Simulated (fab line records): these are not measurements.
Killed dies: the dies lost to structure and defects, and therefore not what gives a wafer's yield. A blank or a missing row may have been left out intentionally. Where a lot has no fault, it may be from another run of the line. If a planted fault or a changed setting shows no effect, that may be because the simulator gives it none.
Which tool was responsible? + flow sfq line + 14 lots with 42 wafers sampled at 3 steps, on a route of 325 steps

## WHAT EACH GAUGE READ, for each wafer
SFQ_M1_RS_MEAS_909: uses a four-point probe to measure. Usual: M1_NB_RS 0.888 ohm/sq, standard deviation 0.0097.
| lot  | measured     | on            | M1_NB_RS (ohm/sq) | flag |
|------|--------------|---------------|-------------------|------|
| L958 | day 17 17:28 | film metro-03 | 0.870 0.888 0.875 |      |
| L960 | day 18 20:29 | film metro-01 | 0.885 0.887 0.882 |      |
| L961 | day 19 02:38 | film metro-03 | 0.876 0.872 0.881 |      |
| L962 | day 19 19:33 | film metro-01 | 0.888 0.896 0.896 |      |
| L963 | day 20 07:32 | film metro-03 | 0.878 0.890 0.896 |      |
| L966 | day 22 00:20 | film metro-01 | 0.895 0.900 0.887 |      |
| L968 | day 23 01:55 | film metro-04 | 0.894 0.881 0.883 |      |
| L969 | day 23 10:09 | film metro-03 | 0.893 0.886 0.902 |      |
| L971 | day 24 00:40 | film metro-03 | 0.879 0.875 0.880 |      |
| L973 | day 24 16:48 | film metro-04 | 0.702 0.702 0.710 | OFF  |
| L974 | day 25 08:31 | film metro-01 | 0.703 0.706 0.700 | OFF  |
| L979 | day 26 10:48 | film metro-01 | 0.882 0.880 0.881 |      |
| L980 | day 27 06:41 | film metro-03 | 0.866 0.871 0.870 |      |
| L981 | day 27 16:03 | film metro-04 | 0.879 0.878 0.894 |      |

## EACH LOT AND THE TOOL THAT RAN IT (in order: tool; ch and the chambers of the sampled wafers; start)
| lot  | SFQ_TRILAYER_L0_VIA_ETCH_VIA_ETCH_016 | SFQ_TRILAYER_M1_DEP_SPUTTER_037 |
|------|---------------------------------------|---------------------------------|
| L958 | rie diel-03 ch 0,1,3, day 8 07:14     | pvd sputter-03, day 17 17:22    |
| L960 | rie diel-03 ch 1,2, day 8 23:04       | pvd sputter-03, day 18 20:22    |
| L961 | rie diel-04 ch 0,2, day 9 05:04       | pvd sputter-03, day 19 02:30    |
| L962 | rie diel-04 ch 0,2,3, day 9 14:40     | pvd sputter-06, day 19 19:26    |
| L963 | rie diel-02 ch 0,1,3, day 10 03:52    | pvd sputter-03, day 20 07:26    |
| L966 | rie diel-04 ch 1,2,3, day 11 00:16    | pvd sputter-06, day 22 00:14    |
| L968 | rie diel-03 ch 2,3, day 11 13:28      | pvd sputter-04, day 23 01:49    |
| L969 | rie diel-04 ch 1,2, day 11 19:28      | pvd sputter-03, day 23 10:01    |
| L971 | rie diel-04 ch 1,2,3, day 12 05:10    | pvd sputter-04, day 24 00:34    |
| L973 | rie diel-04 ch 1,2, day 12 22:19      | pvd sputter-04, day 24 16:41    |
| L974 | rie diel-02 ch 0,1,2, day 13 07:55    | pvd sputter-04, day 25 08:25    |
| L979 | rie diel-04 ch 1,2,3, day 15 00:16    | pvd sputter-06, day 26 10:41    |
| L980 | rie diel-03 ch 0,2,3, day 15 11:47    | pvd sputter-06, day 27 06:35    |
| L981 | rie diel-02 ch 0,1,3, day 15 15:01    | pvd sputter-03, day 27 15:58    |
- SFQ_TRILAYER_L0_VIA_ETCH_VIA_ETCH_016: etches SiO2 in CHF3, stops on MoNx KI, target depth 80 nm.
- SFQ_TRILAYER_M1_DEP_SPUTTER_037: material Nb, target thk 200 nm, time 133.3 s.

## WHAT THE TOOLS THEMSELVES READ (means of the sampled wafers that have a number; where no wafer has one, the mark that the record gives instead)
SFQ_TRILAYER_L0_VIA_ETCH_VIA_ETCH_016. Usual: drypump motor current A 5.8 A, standard deviation 0.46; oes product au 0.844 a.u., standard deviation 0.009.
| lot  | tool        | drypump motor current A (A) | oes product au (a.u.) | flag |
|------|-------------|-----------------------------|-----------------------|------|
| L958 | rie diel-03 | 5.7                         | 0.853                 |      |
| L960 | rie diel-03 | 5.8                         | 0.845                 |      |
| L961 | rie diel-04 | 5.8                         | 0.832                 |      |
| L962 | rie diel-04 | 5.8                         | 0.851                 |      |
| L963 | rie diel-02 | 5.9                         | 0.843                 |      |
| L966 | rie diel-04 | 5.8                         | 0.843                 |      |
| L968 | rie diel-03 | 5.2                         | 0.843                 |      |
| L969 | rie diel-04 | 5.7                         | 0.851                 |      |
| L971 | rie diel-04 | 5.8                         | 0.847                 |      |
| L973 | rie diel-04 | 5.7                         | 0.854                 |      |
| L974 | rie diel-02 | 6.1                         | 0.852                 |      |
| L979 | rie diel-04 | 5.8                         | 0.838                 |      |
| L980 | rie diel-03 | 5.3                         | 0.845                 |      |
| L981 | rie diel-02 | 5.9                         | 0.839                 |      |

SFQ_TRILAYER_M1_DEP_SPUTTER_037. Usual: cathode dc power W 2000.1 W, standard deviation 0.34; throttle valve pct 30.2 %, standard deviation 1.
| lot  | tool           | cathode dc power W (W) | throttle valve pct (%) | flag |
|------|----------------|------------------------|------------------------|------|
| L958 | pvd sputter-03 | 2000.0                 | 30.3                   |      |
| L960 | pvd sputter-03 | 2000.0                 | 30.1                   |      |
| L961 | pvd sputter-03 | 1999.9                 | 30.4                   |      |
| L962 | pvd sputter-06 | 1999.9                 | 30.3                   |      |
| L963 | pvd sputter-03 | 1999.9                 | 30.6                   |      |
| L966 | pvd sputter-06 | 1999.7                 | 30.8                   |      |
| L968 | pvd sputter-04 | 2000.0                 | 28.8                   |      |
| L969 | pvd sputter-03 | 2000.2                 | 30.3                   |      |
| L971 | pvd sputter-04 | 2000.1                 | 29.1                   |      |
| L973 | pvd sputter-04 | 2519.2                 | 29.3                   | OFF  |
| L974 | pvd sputter-04 | 2518.9                 | 29.4                   | OFF  |
| L979 | pvd sputter-06 | 2000.0                 | 30.5                   |      |
| L980 | pvd sputter-06 | 2000.0                 | 30.9                   |      |
| L981 | pvd sputter-03 | 2000.0                 | 30.3                   |      |

## THE ANSWER, worked out from the rows above alone
Rule: take the mean of a lot's wafers that have a number; if it is more than 3 standard deviations from the usual mean, the lot is off. A lot without any number at a reading at which 4 lots or more have one is off too. Any other lot the step has rows for is counted as sound. The gauges are gone through in route order, then the tools' own readings, and for those a lot's mean is taken as printed above. At the first step where some lot is off, the reading lying furthest off is the one used; lots without a number count as furthest.
Off: at SFQ_M1_RS_MEAS_909 (M1_NB_RS), L973, L974.
If a tool, at a process step before that reading, ran all the lots that are off and no sound lot after the first of them, it fits. Not tried: the gauges at SFQ_M1_RS_MEAS_909; whatever is off there is also off at SFQ_TRILAYER_M1_DEP_SPUTTER_037, on other tools, and gauge error can't account for it. One fits: pvd sputter-04 at SFQ_TRILAYER_M1_DEP_SPUTTER_037. A fault onset in the window from L971 (day 24 00:34, its last sound lot) to L973 (day 24 16:41, its first lot off) fits.
On the lots that are off, the tool's own readings at SFQ_TRILAYER_M1_DEP_SPUTTER_037 differ by more than 5 times the standard deviation of the sound lots' means, which bears it out; cathode dc power W reads 2519.1 W there versus 2000.0 W on the sound lots.

## WHAT THE SIMULATOR HAD INSERTED
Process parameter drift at SFQ_TRILAYER_M1_DEP_SPUTTER_037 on pvd sputter-04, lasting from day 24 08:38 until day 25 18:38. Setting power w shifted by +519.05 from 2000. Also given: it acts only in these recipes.
Shown lots that were struck: L973, L974. The rule given above showed the same thing.
